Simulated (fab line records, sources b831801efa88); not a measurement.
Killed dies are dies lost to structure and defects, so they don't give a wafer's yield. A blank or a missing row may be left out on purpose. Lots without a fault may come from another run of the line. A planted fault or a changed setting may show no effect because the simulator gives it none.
A struck lot beside a sound one | flow sky130 | 32 steps out of a route of 708
Sound: wafers L898.4, L898.5, L898.6. Struck: wafers L902.2, L902.5, L902.6. The cause comes at the end.
At each step with rows: each side's tool, then ch and its chambers, then its first start. Under that, the readings that differ: sound wafers | struck wafers | difference of the means | sigmas: that difference in standard deviations of wafers without a fault.
alike: readings whose means differ by less than 2 such deviations, and words and numbers that are the same on both sides. not compared: withheld readings, readings that some wafer has no value for, bounds like >300 that may hide the same value, and numbers for which the record gives no deviation and whose values overlap.
The two part at a step that has a row with sigmas, a row that says differs or no value, or rows on one side only. Numbers that don't overlap but have no deviation are shown without sigmas and don't part them. A reading that every wafer of one side lacks parts them only if that side has two wafers or more.

SKY_PWDE_OVL_MEAS_07:
  sound on overlay-01, day 5 07:50; struck on overlay-01, day 6 06:46
  alike: PWDE_OVL
then, 1 step without rows for these wafers: SKY_PWDE_IMPLANT_08.
SKY_PWDE_STRIP_09: strips in O2/N2.
  sound on plasma_asher-02 ch 0,1, day 5 08:02; struck on plasma_asher-01 ch 0,1, day 6 06:56
  alike: drypump_motor_current_A, oes_product_au, strip_time_to_endpoint_s
  not compared: rf_hours_counter_h
SKY_PWDE_TW_MEAS_10:
  sound on film_metro-03, day 5 08:08; struck on film_metro-03, day 6 07:03
  alike: PWDE_TW
then, 7 steps without rows for these wafers: SKY_NWELL_DEHYDRATE_03 (time 60 s); SKY_NWELL_HMDS_04 (prime time 60 s); SKY_NWELL_COAT_05 (resist thk 3000 nm); SKY_NWELL_SOFTBAKE_06; SKY_NWELL_EXPOSE_07 (exposes mask NWM, target cd 840 nm); SKY_NWELL_PEB_08; SKY_NWELL_DEVELOP_09 (develop time 60 s).
SKY_NWELL_OVL_MEAS_10:
  sound on overlay-02, day 6 02:23; struck on overlay-02, day 7 01:43
  alike: NWELL_00_OVL
SKY_NWELL_IMPLANT_11:
  sound on implanter-02 ch 0, day 6 02:28; struck on implanter-02 ch 0, day 7 01:46
  reading                   | sound                | struck               | difference | sigmas
  beam_energy_keV           | 399.85 399.81 399.84 | 307.70 308.05 307.85 | -91.97     | -99 or more
  model.implant.rp_nm (nm)  | 490.5 490.5 490.5    | 392.8 392.8 392.8    | -97.7      |
  model.implant.drp_nm (nm) | 116.9 116.9 116.9    | 103 103 103          | -14        |
  alike: faraday_current_uA
then, 2 steps without rows for these wafers: SKY_NWELL_IMPLANT_12; SKY_NWELL_IMPLANT_13.
SKY_NWELL_STRIP_14: strips in O2/N2.
  sound on plasma_asher-01 ch 0,1, day 6 02:53; struck on plasma_asher-01 ch 0,1, day 7 02:12
  alike: drypump_motor_current_A, oes_product_au, strip_time_to_endpoint_s
  not compared: rf_hours_counter_h
SKY_NWELL_TW_MEAS_15:
  sound on film_metro-02, day 6 02:59; struck on film_metro-01, day 7 02:19
  reading  | sound          | struck         | difference | sigmas
  NWELL_TW | 1818 1810 1827 | 1751 1770 1764 | -57        | -7
then, 7 steps without rows for these wafers: SKY_NWELL_DEHYDRATE_16 (time 60 s); SKY_NWELL_HMDS_17 (prime time 60 s); SKY_NWELL_COAT_18 (resist thk 3000 nm); SKY_NWELL_SOFTBAKE_19; SKY_NWELL_EXPOSE_20 (exposes mask NWM COMPLEMENT, target cd 840 nm); SKY_NWELL_PEB_21; SKY_NWELL_DEVELOP_22 (develop time 60 s).
SKY_NWELL_OVL_MEAS_23:
  sound on overlay-01, day 6 21:08; struck on overlay-02, day 7 22:01
  alike: NWELL_01_OVL
then, 1 step without rows for these wafers: SKY_NWELL_IMPLANT_24.
SKY_NWELL_STRIP_25: strips in O2/N2.
  sound on plasma_asher-03 ch 0,1, day 6 21:20; struck on plasma_asher-03 ch 0,1, day 7 22:12
  reading                      | sound             | struck            | difference | sigmas
  strip_time_to_endpoint_s (s) | 37.04 37.15 37.02 | 36.85 36.78 36.77 | -0.27      | -3
  alike: drypump_motor_current_A, oes_product_au
  not compared: rf_hours_counter_h
SKY_NWELL_TW_MEAS_26:
  sound on film_metro-02, day 6 21:26; struck on film_metro-01, day 7 22:19
  alike: NWELL_2_TW
then, 1 step without rows for these wafers: SKY_NWELL_CLEAN_27 (cleans in SC1/SC2, time 150 s).
SKY_NWELL_RTA_28: time 30 s.
  sound on rtp_anneal-02 ch 0, day 6 21:34; struck on rtp_anneal-02 ch 0, day 7 22:25
  alike: lamp_power_pct, wafer_temp_C_max
SKY_NWELL_RS_MEAS_29: measures by four-point-probe.
  sound on film_metro-02, day 6 21:40; struck on film_metro-02, day 7 22:32
  reading           | sound             | struck            | difference | sigmas
  NWELL_RS (ohm/sq) | 624.8 624.1 621.5 | 669.2 667.9 669.1 | +45.3      | +30
-- the record jumps here: 41 days lie between the struck wafers' starts before and after (it left off in module NWELL and takes up again in module PAD_OPEN, whose first step shown is number 708 of the route) --
SKY_PAD_OPEN_PROBE_99:
  sound on prober-02, day 47 18:26; struck on prober-02, day 49 00:20
  reading                                 | sound                         | struck                       | difference | sigmas
  model.etest.pfet_16v.r_on_ohm_um        | 1.528e+04 1.55e+04 1.566e+04  | 1.601e+04 1.61e+04 1.58e+04  | +4.900e+02 |
  model.etest.res_nwell.line_ohm_um       | 1161 1177 1165                | 2316 2255 2112               | +1060      |
  model.etest.res_nwell.rs_ohm_sq         | 972.3 990 986.2               | 1810 1759 1660               | +760       |
  model.etest.nfet_16v.r_on_ohm_um        | 1.386e+04 1.398e+04 1.395e+04 | 1.466e+04 1.454e+04 1.42e+04 | +5.367e+02 |
  model.etest.pfet_g5v0d10v5.r_on_ohm_um  | 4654 4657 4709                | 4882 4900 4825               | +196       |
  model.etest.tip_p_5v.rs_ohm_sq          | 2835 2873 2873                | 3151 3154 3126               | +283       |
  model.etest.tip_p.rs_ohm_sq             | 6827 6799 6821                | 6992 6970 7006               | +174       |
  model.etest.res_iso_pwell.width_nm (nm) | 2638 2658 2639                | 2719 2714 2703               | +67        |
  alike: killed_at_M0_to_M3, killed_at_M4_up, killed_at_contacts, killed_at_front_end, killed_at_other, killed_dies, killed_open, killed_short

WHERE THEY PART
First at SKY_NWELL_IMPLANT_11; last, within this record, at SKY_NWELL_RS_MEAS_29. Later steps at which nothing parts them and some readings are alike: SKY_PAD_OPEN_PROBE_99.

WHY: what the simulator had put in
Process parameter drift: implanter-02, from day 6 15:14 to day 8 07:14, at SKY_NWELL_IMPLANT_11. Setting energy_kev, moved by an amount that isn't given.
